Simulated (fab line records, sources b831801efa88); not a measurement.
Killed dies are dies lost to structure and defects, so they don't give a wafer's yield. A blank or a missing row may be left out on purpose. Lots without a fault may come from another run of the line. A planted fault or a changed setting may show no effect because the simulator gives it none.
A struck lot beside a sound one | flow gf180mcu | 15 steps out of a route of 602
Sound: wafers L654.2, L654.3, L654.6. Struck: wafers L656.2, L656.3, L656.6. The cause comes at the end.
At each step with rows: each side's tool, then ch and its chambers, then its first start. Under that, the readings that differ: sound wafers | struck wafers | difference of the means | sigmas: that difference in standard deviations of wafers without a fault.
alike: readings whose means differ by less than 2 such deviations, and words and numbers that are the same on both sides. not compared: withheld readings, readings that some wafer has no value for, bounds like >300 that may hide the same value, and numbers for which the record gives no deviation and whose values overlap.
The two part at a step that has a row with sigmas, a row that says differs or no value, or rows on one side only. Numbers that don't overlap but have no deviation are shown without sigmas and don't part them. A reading that every wafer of one side lacks parts them only if that side has two wafers or more.

GF_V1_CMP_04: polishes SiO2.
  sound on cmp-01 ch 1,2, day 18 22:15; struck on cmp-02 ch 1,2,3, day 19 14:13
  alike: motor_current_A, slurry_flow_ml_min, time_to_endpoint_s
GF_V1_BOW_MEAS_05:
  sound on film_metro-03, day 18 22:31; struck on film_metro-03, day 19 14:26
  alike: V1_BOW
then, 8 steps without rows for these wafers: GF_V1_DEHYDRATE_06 (time 60 s); GF_V1_HMDS_07 (prime time 60 s); GF_V1_COAT_08; GF_V1_COAT_09 (resist thk 1000 nm); GF_V1_SOFTBAKE_10 (time 60 s); GF_V1_EXPOSE_11 (exposes mask Via1, target cd 260 nm); GF_V1_PEB_12 (peb time 90 s); GF_V1_DEVELOP_13 (develop time 60 s).
GF_V1_CD_MEAS_14: target cd 260 nm.
  sound on cd_sem-02, day 19 23:07; struck on cd_sem-01, day 20 14:36
  alike: cd_nm
GF_V1_OVL_MEAS_15:
  sound on overlay-01, day 19 23:13; struck on overlay-02, day 20 14:43
  alike: V1_OVL
GF_V1_ETCH_16: etches BARC in N2/H2.
  sound on rie_diel-01 ch 1,2,3, day 19 23:15; struck on rie_diel-03 ch 2,3, day 20 14:44
  reading    | sound               | struck            | difference | sigmas
  bias_w (W) | 100.08 100.09 99.99 | 97.03 96.69 97.28 | -3.05      | -11
  alike: drypump_motor_current_A, oes_product_au, throttle_valve_pct
GF_V1_ETCH_17: etches SiO2 in C4F8/O2/Ar, stops on TiN, target depth 630 nm.
  sound on rie_diel-01 ch 1,2,3; struck on rie_diel-03 ch 2,3
  alike: bias_w, oes_product_au
-- the record jumps here: 10 days lie between the struck wafers' starts before and after (it left off in module V1 and takes up again in module PASSIVATION, whose first step shown is number 602 of the route) --
GF_PASSIVATION_PROBE_99:
  the record has rows for the struck wafers here (prober-02, day 30 20:21) and none for the sound ones

WHERE THEY PART
First at GF_V1_ETCH_16; last, within this record, at GF_PASSIVATION_PROBE_99.

WHY: what the simulator had put in
Process parameter drift: rie_diel-03, from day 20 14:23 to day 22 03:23, at GF_V1_ETCH_16. Setting bias_w, moved by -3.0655, from 100. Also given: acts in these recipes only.
